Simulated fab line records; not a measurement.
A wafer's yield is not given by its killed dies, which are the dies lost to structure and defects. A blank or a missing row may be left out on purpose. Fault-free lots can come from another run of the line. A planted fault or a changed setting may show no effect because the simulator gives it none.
fab line records	flow gf180mcu
record: lots: 6	wafers: 18	last_day: 34
route steps=602 shown V4@496 MIM@503 M5@526 PASSIVATION@602
lots with no fault: from the same line, run without faults
start_h: start of the lot's first displayed wafer, in hours after the record's first day	wait_h: hours from the lot's prior step to this one	" the same as in the row above	L1.1+2: one row covering several wafers at once	- no value, or no start was given	* or withheld: withheld	< > ~ a bound
route shown NAME@n: NAME is a module with steps in the file, n the number in the route of the first one	usual: average and standard deviation across the fault-free wafers	same: alike in all rows	chamber/n: place in a boat	sites: the reading at each site	_std_site: standard deviation across them	_edge_site: the outer-site mean with the inner-site mean subtracted	radius_mm: for every site, how far away it sits from the centre of the wafer	mask NAME#n: copy n	behind: the tool/chamber that last shaped the wafer	hold: why the lot was held/for how many hours/how that ended	device: which transistor (n, p or np) failed to switch	end of line: at the end of the route, the tests of the same wafers	step lacking rows: just its recipe	killed: at the first sort, the dies lost to defects and structure; wafer yield is something else	map: the dies of a wafer, with x for killed, . for not killed, _ for no die there
set.NAME: the run value of the setting; set.NAME@STEP: its run value at that earlier step	model.NAME: the simulator's own value behind a step, which no gauge read
lots seen at some steps along the route; tables by step, rows by wafer
services: from which hour (start_h, from the record's first day; less than 0 if before it) a tool's chamber was out of use, for how many hours, and why
== steps ==
step: GF_V4_CLEAN_20
recipe: chemistry: DIW	dry: n2_spin
step: GF_V4_SPUTTER_21
recipe: material: Ti	target_thk_nm: 15	chamber_pressure_pa: 5	power_w: 2500	substrate_temp_c: 200	time_s: 80.02
usual: throttle_valve_pct: 29.9/1.3
same: time_s: 80.02
lot.wafer	tool	chamber	start_h	wait_h	throttle_valve_pct
L269.1	pvd_sputter-03	-	564.55	0.0	30.0
L269.3	"	-	"	"	27.5
L269.5	"	-	"	"	30.3
L271.1	pvd_sputter-01	-	582.74	0.0	29.9
L271.2	"	-	"	"	32.4
L271.5	"	-	"	"	29.4
L280.1	pvd_sputter-01	-	671.08	0.0	29.5
L280.2	"	-	"	"	29.8
L280.3	"	-	"	"	32.3
L283.4	pvd_sputter-03	-	685.97	0.0	30.9
L283.5	"	-	"	"	30.8
L283.6	"	-	"	"	27.5
L284.2	pvd_sputter-01	-	687.47	0.0	28.6
L284.3	"	-	"	"	32.4
L284.5	"	-	"	"	29.3
L291.1	pvd_sputter-03	-	726.98	0.0	30.0
L291.2	"	-	"	"	27.6
L291.6	"	-	"	"	30.1
step: GF_V4_SPUTTER_22
recipe: material: TiN	target_thk_nm: 10	chamber_pressure_pa: 5	power_w: 4000	time_s: 40
step: GF_V4_CVD_23
recipe: material: W	target_thk_nm: 350	time_s: 104.9	temp_c: 400	pressure_torr: 40
step: GF_V4_RS_MEAS_24
recipe: thk_meas_gauge: four-point-probe	reads: W_of_V4_CVD_23+TiN_of_V4_SPUTTER_22+Ti_of_V4_SPUTTER_21
usual: V4_W_RS: 0.327/0.0039
lot.wafer	tool	chamber	start_h	wait_h	V4_W_RS[ohm/sq]
L269.1	film_metro-04	-	564.78	0.1	0.321
L269.3	"	-	"	"	0.325
L269.5	"	-	"	"	0.325
L271.1	film_metro-01	-	582.95	0.1	0.325
L271.2	"	-	"	"	0.329
L271.5	"	-	"	"	0.333
L280.1	film_metro-03	-	671.30	0.1	0.321
L280.2	"	-	"	"	0.330
L280.3	"	-	"	"	0.324
L283.4	film_metro-01	-	686.24	0.1	0.334
L283.5	"	-	"	"	0.328
L283.6	"	-	"	"	0.330
L284.2	film_metro-04	-	687.70	0.1	0.318
L284.3	"	-	"	"	0.326
L284.5	"	-	"	"	0.328
L291.1	film_metro-01	-	727.20	0.1	0.329
L291.2	"	-	"	"	0.322
L291.6	"	-	"	"	0.326
step: GF_V4_THK_MEAS_25
recipe: thk_meas_gauge: xrf	reads: W_of_V4_CVD_23
usual: V4_W_THK: 344/4.8
lot.wafer	tool	chamber	start_h	wait_h	V4_W_THK[nm]
L269.1	film_metro-04	-	564.90	0.1	348
L269.3	"	-	"	"	343
L269.5	"	-	"	"	343
L271.1	film_metro-01	-	583.07	0.1	350
L271.2	"	-	"	"	347
L271.5	"	-	"	"	344
L280.1	film_metro-03	-	671.42	0.1	354
L280.2	"	-	"	"	347
L280.3	"	-	"	"	351
L283.4	film_metro-01	-	686.33	0.1	345
L283.5	"	-	"	"	349
L283.6	"	-	"	"	343
L284.2	film_metro-04	-	687.81	0.1	352
L284.3	"	-	"	"	344
L284.5	"	-	"	"	343
L291.1	film_metro-01	-	727.32	0.1	343
L291.2	"	-	"	"	351
L291.6	"	-	"	"	347
step: GF_V4_CMP_26
recipe: stop_on: SiO2	down_force_psi: 3.5	platen_rpm: 60	t_overpolish_s: 15	target_thk_nm: 0	pad_velocity_m_s: 0.94248
step: GF_MIM_SPUTTER_00
recipe: material: Ti	target_thk_nm: 37.5	arriving_ion_energy_ev: 80	substrate_temp_c: 200	chamber_pressure_pa: 2	power_w: 4000	time_s: 150
step: GF_MIM_SPUTTER_01
recipe: material: TiN	target_thk_nm: 30	power_w: 6500	time_s: 25	chamber_pressure_pa: 0.4
usual: throttle_valve_pct: 30.1/1.2
same: time_s: 25
lot.wafer	tool	chamber	start_h	wait_h	throttle_valve_pct
L269.1	pvd_sputter-01	-	565.36	0.1	32.4
L269.3	"	-	"	"	29.4
L269.5	"	-	"	"	32.4
L271.1	pvd_sputter-01	-	583.53	0.1	29.1
L271.2	"	-	"	"	32.4
L271.5	"	-	"	"	30.1
L280.1	pvd_sputter-01	-	671.88	0.1	29.1
L280.2	"	-	"	"	30.0
L280.3	"	-	"	"	32.4
L283.4	pvd_sputter-01	-	686.76	0.1	29.9
L283.5	"	-	"	"	29.3
L283.6	"	-	"	"	29.8
L284.2	pvd_sputter-01	-	688.26	0.1	32.3
L284.3	"	-	"	"	28.7
L284.5	"	-	"	"	29.1
L291.1	pvd_sputter-04	-	727.78	0.1	31.5
L291.2	"	-	"	"	30.6
L291.6	"	-	"	"	30.6
step: GF_MIM_SPUTTER_02
recipe: material: AlCu	target_thk_nm: 450	power_w: 10600	time_s: 23.9	chamber_pressure_pa: 0.4
step: GF_MIM_SPUTTER_03
recipe: material: Ti	target_thk_nm: 10	substrate_temp_c: 300	chamber_pressure_pa: 0.3	power_w: 3000	time_s: 6.7
step: GF_MIM_SPUTTER_04
recipe: material: TiN	target_thk_nm: 50	power_w: 6500	time_s: 41.7	chamber_pressure_pa: 0.4
step: GF_MIM_CVD_05
recipe: material: Si3N4	target_thk_nm: 42	temp_max_c: 400	temp_c: 385	time_s: 29.086	rf_w: 450
usual: heater_power_outer_w: 406/49	heater_power_w: 660/69	susceptor_temp_C: 385.00/0.21
lot.wafer	tool	chamber	start_h	wait_h	heater_power_outer_w	heater_power_w	since_wet_clean_h	susceptor_temp_C	model.Si3N4_of_MIM_CVD_05.thk_nm
L269.1	pecvd-04	2	565.48	0.0	426	639	599	385.07	41.41
L269.3	"	2	"	"	434	631	-	385.15	41.65
L269.5	"	1	"	"	335	575	-	384.64	41.3
L271.1	pecvd-01	0	583.65	0.0	379	668	201	384.59	41.57
L271.2	"	2	"	"	429	727	201	385.07	40.42
L271.5	"	2	"	"	429	726	-	385.12	42
L280.1	pecvd-01	0	672.00	0.0	402	668	289	384.54	56.63
L280.2	"	2	"	"	409	714	289	385.25	56
L280.3	"	1	"	"	464	697	289	385.05	55.65
L283.4	pecvd-01	1	686.90	0.0	502	720	-	385.15	56.9
L283.5	"	2	"	"	448	773	-	385.28	56.48
L283.6	"	0	"	"	365	646	-	385.43	57.37
L284.2	pecvd-03	1	688.38	0.0	521	834	514	385.01	41.99
L284.3	"	2	"	"	338	552	514	384.98	42.2
L284.5	"	2	"	"	333	530	-	384.86	42.86
L291.1	pecvd-03	0	727.90	0.0	421	684	553	385.03	42.4
L291.2	"	1	"	"	405	713	553	385.26	42.31
L291.6	"	1	"	"	431	667	-	385.10	42.64
step: GF_MIM_THK_MEAS_06
recipe: reads: Si3N4_of_MIM_CVD_05
usual: MIM_CVD_05_THK: 42.0/0.65
lot.wafer	tool	chamber	start_h	wait_h	MIM_CVD_05_THK[nm]
L269.1	film_metro-04	-	565.53	0.0	41.4
L269.3	"	-	"	"	41.6
L269.5	"	-	"	"	41.3
L271.1	film_metro-04	-	583.68	0.0	41.6
L271.2	"	-	"	"	40.4
L271.5	"	-	"	"	42.0
L280.1	film_metro-02	-	672.03	0.0	56.6
L280.2	"	-	"	"	56.0
L280.3	"	-	"	"	55.7
L283.4	film_metro-02	-	686.94	0.0	56.9
L283.5	"	-	"	"	56.5
L283.6	"	-	"	"	57.4
L284.2	film_metro-02	-	688.43	0.0	41.9
L284.3	"	-	"	"	42.2
L284.5	"	-	"	"	42.8
L291.1	film_metro-02	-	727.93	0.0	42.4
L291.2	"	-	"	"	42.2
L291.6	"	-	"	"	42.7
step: GF_MIM_SPUTTER_07
recipe: material: TiN	target_thk_nm: 60	power_w: 6500	time_s: 50	chamber_pressure_pa: 0.4
step: GF_MIM_SPUTTER_08
recipe: material: AlCu	target_thk_nm: 200	power_w: 10600	time_s: 10.6	chamber_pressure_pa: 0.4
usual: throttle_valve_pct: 30.1/1.2
same: time_s: 10.6
lot.wafer	tool	chamber	start_h	wait_h	throttle_valve_pct
L269.1	pvd_sputter-02	-	565.64	0.0	31.6
L269.3	"	-	"	"	28.2
L269.5	"	-	"	"	28.2
L271.1	pvd_sputter-01	-	583.79	0.0	32.3
L271.2	"	-	"	"	28.8
L271.5	"	-	"	"	30.0
L280.1	pvd_sputter-04	-	672.13	0.0	29.3
L280.2	"	-	"	"	30.2
L280.3	"	-	"	"	31.6
L283.4	pvd_sputter-04	-	687.02	0.0	31.2
L283.5	"	-	"	"	29.5
L283.6	"	-	"	"	30.2
L284.2	pvd_sputter-04	-	688.52	0.0	29.6
L284.3	"	-	"	"	30.2
L284.5	"	-	"	"	31.6
L291.1	pvd_sputter-01	-	728.03	0.0	29.0
L291.2	"	-	"	"	32.3
L291.6	"	-	"	"	30.2
step: GF_MIM_SPUTTER_09
recipe: material: TiN	target_thk_nm: 35	power_w: 6500	time_s: 29.2	chamber_pressure_pa: 0.4
step: GF_MIM_RS_MEAS_10
recipe: thk_meas_gauge: four-point-probe	reads: TiN_of_MIM_SPUTTER_09+AlCu_of_MIM_SPUTTER_08+TiN_of_MIM_SPUTTER_07
usual: MIM_ALCU_RS: 0.1597/0.0014
lot.wafer	tool	chamber	start_h	wait_h	MIM_ALCU_RS[ohm/sq]
L269.1	film_metro-02	-	565.69	0.0	0.1605
L269.3	"	-	"	"	0.1614
L269.5	"	-	"	"	0.1615
L271.1	film_metro-02	-	583.84	0.0	0.1596
L271.2	"	-	"	"	0.1597
L271.5	"	-	"	"	0.1618
L280.1	film_metro-01	-	672.19	0.0	0.1588
L280.2	"	-	"	"	0.1574
L280.3	"	-	"	"	0.1589
L283.4	film_metro-04	-	687.13	0.1	0.1611
L283.5	"	-	"	"	0.1616
L283.6	"	-	"	"	0.1601
L284.2	film_metro-04	-	688.60	0.0	0.1583
L284.3	"	-	"	"	0.1576
L284.5	"	-	"	"	0.1588
L291.1	film_metro-04	-	728.14	0.1	0.1587
L291.2	"	-	"	"	0.1602
L291.6	"	-	"	"	0.1602
step: GF_MIM_THK_MEAS_11
recipe: thk_meas_gauge: xrf	reads: AlCu_of_MIM_SPUTTER_08
usual: MIM_ALCU_THK: 200.2/1.9
lot.wafer	tool	chamber	start_h	wait_h	MIM_ALCU_THK[nm]
L269.1	film_metro-02	-	565.81	0.1	199.8
L269.3	"	-	"	"	198.1
L269.5	"	-	"	"	198.0
L271.1	film_metro-02	-	583.96	0.1	200.9
L271.2	"	-	"	"	200.4
L271.5	"	-	"	"	198.7
L280.1	film_metro-01	-	672.31	0.1	201.6
L280.2	"	-	"	"	203.4
L280.3	"	-	"	"	202.6
L283.4	film_metro-04	-	687.22	0.1	198.9
L283.5	"	-	"	"	198.8
L283.6	"	-	"	"	199.8
L284.2	film_metro-04	-	688.71	0.1	201.4
L284.3	"	-	"	"	203.2
L284.5	"	-	"	"	202.7
L291.1	film_metro-04	-	728.26	0.1	200.9
L291.2	"	-	"	"	200.8
L291.6	"	-	"	"	201.0
step: GF_MIM_DEHYDRATE_12
recipe: temp_c: 200	time_s: 60
step: GF_MIM_HMDS_13
recipe: prime_time_s: 60	prime_temp_c: 120
step: GF_MIM_COAT_14
recipe: resist: NOVOLAK	spin_rpm: 3000	resist_thk_nm: 1000
step: GF_MIM_SOFTBAKE_15
recipe: temp_c: 90	time_s: 60	resist: NOVOLAK
step: GF_MIM_EXPOSE_16
recipe: mask_id: FuseTop	target_cd_nm: 2000	na: 0.6	source_shape: conventional	sigma_outer: 0.6	dose_mj: 140
step: GF_MIM_PEB_17
recipe: temp_c: withheld	time_s: *	resist: NOVOLAK
step: GF_MIM_DEVELOP_18
recipe: develop_time_s: 60	dev_temp_c: 23
step: GF_MIM_METAL_ETCH_19
recipe: chemistry: Cl2/BCl3	mask_material: NOVOLAK	stop_on: Si3N4	target_depth_nm: 324.5	pressure_mtorr: 8	icp_w: 800	bias_w: 140	Cl2_flow_sccm: 80	bcl3_flow_sccm: 40	time_s: 54.1
usual: drypump_motor_current_A: 5.5/0.34	oes_product_au: 0.942/0.0054	throttle_valve_pct: 28.282/0.0091
same: time_s: 54.1
lot.wafer	tool	chamber	start_h	wait_h	drypump_motor_current_A	oes_product_au	rf_hours_counter_h	throttle_valve_pct
L269.1	rie_metal-03	1	587.59	0.1	5.8	0.943	3	28.289
L269.3	"	0	"	"	5.8	0.945	-	28.300
L269.5	"	0	"	"	5.8	0.941	-	28.284
L271.1	rie_metal-02	0	604.29	0.1	5.0	0.938	8	28.274
L271.2	"	1	"	"	5.0	0.938	6	28.291
L271.5	"	1	"	"	5.0	0.937	-	28.296
L280.1	rie_metal-04	0	691.20	0.1	5.2	0.940	6	28.275
L280.2	"	1	"	"	5.7	0.950	3	28.281
L280.3	"	1	"	"	5.7	0.939	-	28.288
L283.4	rie_metal-02	1	705.51	0.1	5.0	0.940	-	28.286
L283.5	"	1	"	"	5.0	0.933	-	28.266
L283.6	"	0	"	"	5.0	0.942	-	28.288
L284.2	rie_metal-03	1	706.90	0.1	5.8	0.943	9	28.280
L284.3	"	0	"	"	5.8	0.949	-	28.284
L284.5	"	1	"	"	5.8	0.942	-	28.282
L291.1	rie_metal-04	1	744.83	0.1	5.7	0.933	5	28.269
L291.2	"	0	"	"	5.2	0.941	8	28.274
L291.6	"	0	"	"	5.2	0.947	-	28.284
step: GF_MIM_STRIP_20
recipe: chemistry: O2/N2	power_w: 1400	pressure_mtorr: 1500	platen_temp_c: 250	o2_flow_sccm: 3000	n2_flow_sccm: 300	overash_fraction: 0.5
step: GF_MIM_STRIP_21
recipe: chemistry: post_etch_residue_remover	time_s: 1200	temp_c: 72.5
step: GF_MIM_CLEAN_22
recipe: chemistry: DIW	dry: n2_spin
step: GF_M5_DEHYDRATE_00
recipe: temp_c: 200	time_s: 60
step: GF_M5_HMDS_01
recipe: prime_time_s: 60	prime_temp_c: 120.4
step: GF_M5_COAT_02
recipe: resist: KrF	spin_rpm: withheld	resist_thk_nm: 1000
step: GF_M5_SOFTBAKE_03
recipe: temp_c: 130	time_s: 60	resist: KrF
step: GF_M5_EXPOSE_04
recipe: mask_id: Metal5	target_cd_nm: 280	na: 0.68	source_shape: conventional	sigma_outer: 0.6	dose_mj: 28
step: GF_M5_PEB_05
recipe: peb_temp_c: 135	peb_time_s: 90	resist: KrF
step: GF_M5_DEVELOP_06
recipe: develop_time_s: 60	dev_temp_c: 21
step: GF_M5_CD_MEAS_07
recipe: target_cd_nm: 280
usual: cd_nm: 280.1/0.97
lot.wafer	tool	chamber	start_h	wait_h	cd_nm
L269.1	cd_sem-02	-	608.60	0.1	281.7
L269.3	"	-	"	"	281.4
L269.5	"	-	"	"	282.1
L271.1	cd_sem-02	-	625.15	0.1	279.8
L271.2	"	-	"	"	279.7
L271.5	"	-	"	"	280.0
L280.1	cd_sem-02	-	710.40	0.1	280.4
L280.2	"	-	"	"	281.5
L280.3	"	-	"	"	281.2
L283.4	cd_sem-02	-	723.31	0.1	279.2
L283.5	"	-	"	"	279.8
L283.6	"	-	"	"	279.8
L284.2	cd_sem-01	-	725.62	0.1	280.7
L284.3	"	-	"	"	279.2
L284.5	"	-	"	"	280.0
L291.1	cd_sem-02	-	761.86	0.2	281.5
L291.2	"	-	"	"	280.2
L291.6	"	-	"	"	280.2
step: GF_M5_OVL_MEAS_08
usual: M5_OVL: 4/5.4
lot.wafer	tool	chamber	start_h	wait_h	M5_OVL[nm]
L269.1	overlay-02	-	608.72	0.1	1
L269.3	"	-	"	"	2
L269.5	"	-	"	"	4
L271.1	overlay-01	-	625.27	0.1	10
L271.2	"	-	"	"	5
L271.5	"	-	"	"	7
L280.1	overlay-02	-	710.52	0.1	1
L280.2	"	-	"	"	-7
L280.3	"	-	"	"	2
L283.4	overlay-02	-	723.39	0.1	6
L283.5	"	-	"	"	4
L283.6	"	-	"	"	2
L284.2	overlay-01	-	725.73	0.1	7
L284.3	"	-	"	"	8
L284.5	"	-	"	"	1
L291.1	overlay-01	-	761.98	0.1	-4
L291.2	"	-	"	"	2
L291.6	"	-	"	"	2
step: GF_M5_ETCH_09
recipe: chemistry: CF4/O2	target: Si3N4	target_depth_nm: 52	source_w: 800	bias_w: 150	pressure_mtorr: 150	cf4_flow_sccm: 80	O2_flow_sccm: 10	time_s: 11.6
step: GF_M5_METAL_ETCH_10
recipe: chemistry: Cl2/BCl3	mask_material: KrF	target_depth_nm: 627.5	stop_on: SiO2	pressure_mtorr: 8	icp_w: 800	bias_w: 140	Cl2_flow_sccm: 80	bcl3_flow_sccm: 40	time_s: 104.6
step: GF_M5_STRIP_11
recipe: chemistry: O2/N2	power_w: 1400	pressure_mtorr: 1500	platen_temp_c: 250	o2_flow_sccm: 3000	n2_flow_sccm: 300	overash_fraction: 0.5
usual: drypump_motor_current_A: 5.8/0.63	heater_power_w: 333/19	oes_product_au: 0.543/0.0051	strip_time_to_endpoint_s: 7.52/0.049
lot.wafer	tool	chamber	start_h	wait_h	drypump_motor_current_A	heater_power_w	oes_product_au	rf_hours_counter_h	strip_time_to_endpoint_s
L269.1	plasma_asher-03	1	608.89	0.1	6.1	317	0.551	18	7.55
L269.3	"	1	"	"	6.1	323	0.547	-	7.59
L269.5	"	0	"	"	5.2	346	0.541	-	7.54
L271.1	plasma_asher-03	0	625.55	0.2	5.2	350	0.547	19	7.47
L271.2	"	1	"	"	6.1	317	0.543	19	7.53
L271.5	"	1	"	"	6.1	317	0.545	-	7.54
L280.1	plasma_asher-04	1	710.69	0.1	6.2	339	0.545	112	7.55
L280.2	"	0	"	"	6.1	306	0.543	112	7.58
L280.3	"	0	"	"	6.1	318	0.549	-	7.52
L283.4	plasma_asher-04	1	723.58	0.1	6.3	333	0.536	-	7.45
L283.5	"	0	"	"	6.1	302	0.548	-	7.51
L283.6	"	1	"	"	6.3	337	0.536	-	7.50
L284.2	plasma_asher-04	0	725.89	0.1	6.1	309	0.547	114	7.53
L284.3	"	0	"	"	6.1	315	0.539	-	7.59
L284.5	"	1	"	"	6.2	330	0.542	-	7.53
L291.1	plasma_asher-01	1	762.15	0.1	6.7	365	0.556	94	7.56
L291.2	"	0	"	"	4.7	308	0.545	94	7.56
L291.6	"	1	"	"	6.7	371	0.544	-	7.55
step: GF_M5_STRIP_12
recipe: chemistry: post_etch_residue_remover	time_s: 1200	temp_c: 72.5
same: time_s: 1200
lot.wafer	tool	chamber	start_h	wait_h	model.Si3N4_of_MIM_CVD_05.thk_nm
L269.1	wet_bench-04	3	608.99	0.1	40.7
L269.3	"	3	"	"	40.93
L269.5	"	3	"	"	40.59
L271.1	wet_bench-03	0	625.65	0.1	40.86
L271.2	"	0	"	"	39.71
L271.5	"	0	"	"	41.29
L280.1	wet_bench-03	0	710.79	0.1	55.91
L280.2	"	0	"	"	55.28
L280.3	"	0	"	"	54.93
L283.4	wet_bench-02	3	723.64	0.0	56.17
L283.5	"	3	"	"	55.75
L283.6	"	3	"	"	56.64
L284.2	wet_bench-03	3	725.99	0.1	41.27
L284.3	"	3	"	"	41.48
L284.5	"	3	"	"	42.14
L291.1	wet_bench-04	1	762.25	0.1	41.68
L291.2	"	1	"	"	41.59
L291.6	"	1	"	"	41.93
step: GF_PASSIVATION_PROBE_99
lot.wafer	tool	chamber	start_h	wait_h	model.etest.ldpmos_10p0.r_on_ohm_um	model.etest.tester.sort_n_pass	model.etest.tester.sort_yield_pct	model.etest.tester.sort_bin_5_pct	model.etest.ldpmos_10p0.drive_ua_um	model.etest.cap_mim.bv_v	model.etest.cap_mim.leak_log10_a_cm2	model.etest.cap_mim.c_ff_um2
L269.1	prober-01	-	674.26	0.1	1.109e+04	454	92.28	4.065	261.2	24.51	-8.952	1.497
L269.3	prober-01	-	674.36	0.2	1.117e+04	459	93.29	4.472	258.3	23.97	-8.976	1.485
L269.5	prober-01	-	674.46	0.2	1.102e+04	437	88.82	6.911	263.1	25.61	-9.026	1.494
L271.1	prober-01	-	689.81	0.1	1.106e+04	442	89.84	6.911	260.8	24.9	-8.93	1.495
L271.2	prober-01	-	689.86	0.1	1.103e+04	439	89.23	6.707	261.4	23.85	-8.745	1.533
L271.5	prober-01	-	690.01	0.2	1.114e+04	442	89.84	4.675	259.3	24.63	-8.906	1.485
L280.1	prober-02	-	767.61	0.1	1.034e+04	-	-	-	287.6	34.44	-10.23	1.094
L280.2	prober-02	-	767.66	0.1	1.06e+04	-	-	-	281.2	33	-10.04	1.106
L280.3	prober-02	-	767.71	0.2	1.04e+04	-	-	-	283.2	33.51	-10.27	1.113
L283.4	prober-01	-	779.61	0.2	1.103e+04	153	31.1	65.24	256.1	34.73	-9.93	1.094
L283.5	prober-01	-	779.66	0.2	1.134e+04	156	31.71	63.21	252.6	31.84	-10.02	1.097
L283.6	prober-01	-	779.71	0.2	1.122e+04	56	11.38	84.15	253.2	34.63	-10.05	1.072
L284.2	prober-02	-	781.76	0.1	1.111e+04	445	90.45	5.691	260.3	25.65	-9.141	1.476
L284.3	prober-02	-	781.81	0.2	1.11e+04	444	90.24	6.911	262.9	24.73	-9.077	1.472
L284.5	prober-02	-	781.91	0.2	1.108e+04	457	92.89	3.862	260	26.43	-9.244	1.457
L291.1	prober-01	-	813.74	0.1	1.102e+04	446	90.65	5.081	265.9	25.31	-9.084	1.469
L291.2	prober-01	-	813.79	0.1	1.104e+04	455	92.48	4.472	262.3	25.38	-8.989	1.464
L291.6	prober-01	-	813.99	0.2	1.111e+04	448	91.06	5.081	262.7	25.62	-8.925	1.454
killed by level:class
L269.1 V5:geometric_particle:open=9 V2:geometric_particle:open=5 V3:geometric_particle:short=4 V3:geometric_particle:open=4 STI:geometric_particle:short=3 CONTACT:geometric_particle:open=2 V1:geometric_particle:short=2 M2:geometric_particle:short=2
L269.3 V1:geometric_particle:open=3 V2:geometric_particle:short=3 V2:geometric_particle:open=3 V3:geometric_particle:open=3 SALICIDE:geometric_particle:short=2 CONTACT:geometric_particle:open=2 M4:geometric_particle:short=2 V4:geometric_particle:open=2
L269.5 V3:geometric_particle:open=5 M4:geometric_particle:short=5 STI:geometric_particle:open=4 V1:geometric_particle:short=4 V1:geometric_particle:open=4 STI:geometric_particle:short=3 V2:geometric_particle:open=3 V3:geometric_particle:short=3
L271.1 STI:geometric_particle:short=4 V1:geometric_particle:open=4 V2:geometric_particle:open=4 V5:geometric_particle:open=4 V5:geometric_particle:short=4 POLY_GATE:geometric_particle:open=3 V1:geometric_particle:short=3 V3:geometric_particle:open=3
L271.2 V2:geometric_particle:open=8 V3:geometric_particle:open=7 V5:geometric_particle:open=6 M1:geometric_particle:short=3 V1:geometric_particle:short=3 V3:geometric_particle:short=3 M4:geometric_particle:short=3 V5:geometric_particle:short=3
L271.5 V5:geometric_particle:open=9 V4:geometric_particle:open=7 CONTACT:geometric_particle:open=4 V5:geometric_particle:short=4 SALICIDE:geometric_particle:short=3 V1:geometric_particle:short=3 V2:geometric_particle:open=3 V3:geometric_particle:open=3
L283.4 CONTACT:geometric_particle:open=8 V2:geometric_particle:open=6 V1:geometric_particle:short=5 V3:geometric_particle:short=4 V4:geometric_particle:open=4 STI:geometric_particle:open=3 V1:geometric_particle:open=3 V2:geometric_particle:short=3
L283.5 STI:geometric_particle:short=7 STI:geometric_particle:open=6 CONTACT:geometric_particle:open=5 V5:geometric_particle:open=5 V1:geometric_particle:short=4 V1:geometric_particle:open=4 M3:geometric_particle:short=4 V3:geometric_particle:short=3
L283.6 CONTACT:geometric_particle:open=9 STI:geometric_particle:short=5 V4:geometric_particle:open=5 STI:geometric_particle:open=4 V3:geometric_particle:open=4 CONTACT:geometric_particle:short=3 V5:geometric_particle:short=3 V5:geometric_particle:open=3
L284.2 V2:geometric_particle:open=7 V1:geometric_particle:open=5 V4:geometric_particle:open=4 CONTACT:geometric_particle:open=3 V5:geometric_particle:open=3 STI:geometric_particle:open=2 POLY_GATE:geometric_particle:short=2 POLY_GATE:geometric_particle:open=2
L284.3 V3:geometric_particle:open=8 V5:geometric_particle:open=5 V1:geometric_particle:open=4 V2:geometric_particle:open=4 M3:geometric_particle:short=4 V3:geometric_particle:short=4 CONTACT:geometric_particle:open=3 V1:geometric_particle:short=3
L284.5 V2:geometric_particle:open=6 M1:geometric_particle:short=3 V1:geometric_particle:open=3 M4:geometric_particle:short=3 V4:geometric_particle:open=3 V5:geometric_particle:open=3 STI:geometric_particle:short=2 V2:geometric_particle:short=2
L291.1 CONTACT:geometric_particle:open=7 V2:geometric_particle:open=5 STI:geometric_particle:short=4 V3:geometric_particle:open=3 V1:geometric_particle:open=3 STI:geometric_particle:open=2 CONTACT:geometric_particle:short=2 V2:geometric_particle:short=2
L291.2 V3:geometric_particle:open=4 STI:geometric_particle:short=3 STI:geometric_particle:open=3 CONTACT:geometric_particle:open=3 V1:geometric_particle:open=3 V2:geometric_particle:open=3 V5:geometric_particle:open=3 SAB:geometric_particle:open=2
L291.6 V5:geometric_particle:open=8 V1:geometric_particle:open=6 V2:geometric_particle:open=5 V3:geometric_particle:open=5 STI:geometric_particle:short=3 M1:geometric_particle:short=3 V4:geometric_particle:open=3 V5:geometric_particle:short=3
== services ==
tool	chamber	start_h	hours	kind
plasma_asher-04	-	546.46	0.9	repair
rie_metal-04	0	547.88	1.8	repair
plasma_asher-03	-	557.39	3.4	repair
rie_metal-03	-	565.56	0.1	repair
pecvd-01	-	574.97	2.8	pm
plasma_asher-03	-	583.83	0.6	repair
pvd_sputter-01	-	598.81	3.0	repair
rie_metal-02	0	606.87	5.2	repair
pecvd-03	-	610.03	14.6	pm
plasma_asher-04	-	610.75	1.7	repair
pvd_sputter-01	-	621.42	2.4	repair
plasma_asher-04	-	624.27	4.4	pm
pecvd-03	-	643.47	0.7	repair
rie_metal-03	0	659.05	3.8	repair
rie_metal-02	0	675.03	7.7	repair
pecvd-03	-	676.56	0.3	repair
wet_bench-04	-	676.93	11.9	repair
rie_metal-04	1	676.95	3.4	repair
pecvd-03	2	689.87	3.7	repair
rie_metal-03	-	720.32	2.8	pm
plasma_asher-04	-	733.75	9.0	pm
rie_metal-02	-	740.18	1.0	repair
pecvd-03	2	742.19	4.8	repair
pecvd-01	-	749.05	1.7	repair
== key ==
first_sign: step: GF_MIM_THK_MEAS_06	reading: MIM_CVD_05_THK	direction: up	sigmas: 22	usual: 42.0	struck: 56.5
effect none on later readings
model_effect: step: GF_MIM_CVD_05	value: Si3N4_of_MIM_CVD_05.thk_nm	without: 41.69	struck: 56.5
model_effect: step: GF_M5_STRIP_12	value: Si3N4_of_MIM_CVD_05.thk_nm	without: 40.97	struck: 55.78
model_effect: step: GF_PASSIVATION_PROBE_99	value: etest.ldpmos_10p0.r_on_ohm_um	without: 1.116e+04	struck: 1.082e+04
met_at GF_MIM_CVD_05
struck_wafers L280.1,L280.2,L280.3,L283.4,L283.5,L283.6
sort_left_out L280.1,L280.2,L280.3
tester_left_out L280
onset_between 583.65 672.00
earlier_fault: kind: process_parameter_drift	tool: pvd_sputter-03	chamber: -	onset_h: 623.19	steps: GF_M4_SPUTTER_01	channel: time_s	offset: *	shape: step	acts_in: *	stated: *
earlier_fault: kind: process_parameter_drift	tool: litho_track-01	chamber: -	onset_h: 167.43	steps: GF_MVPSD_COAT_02	channel: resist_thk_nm	offset: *	shape: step	end_h: 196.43	acts_in: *	stated: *
fault: kind: process_parameter_drift	tool: pecvd-01	chamber: -	onset_h: 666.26	steps: GF_MIM_CVD_05	channel: target_thk_nm	offset: 14.814	shape: step	acts_in: these_recipes_only	stated: 42
tester_left_out: of these lots the tester's yield and bins aren't shown, on N5 and GAA mostly nor the transistor test; their killed dies are dies lost to structure and defects alone, not to doping, threshold or leakage, so they don't give the yield
sort_left_out: the simulated sort isn't trusted on such a fault, so these wafers' sort isn't shown, and their yield isn't known
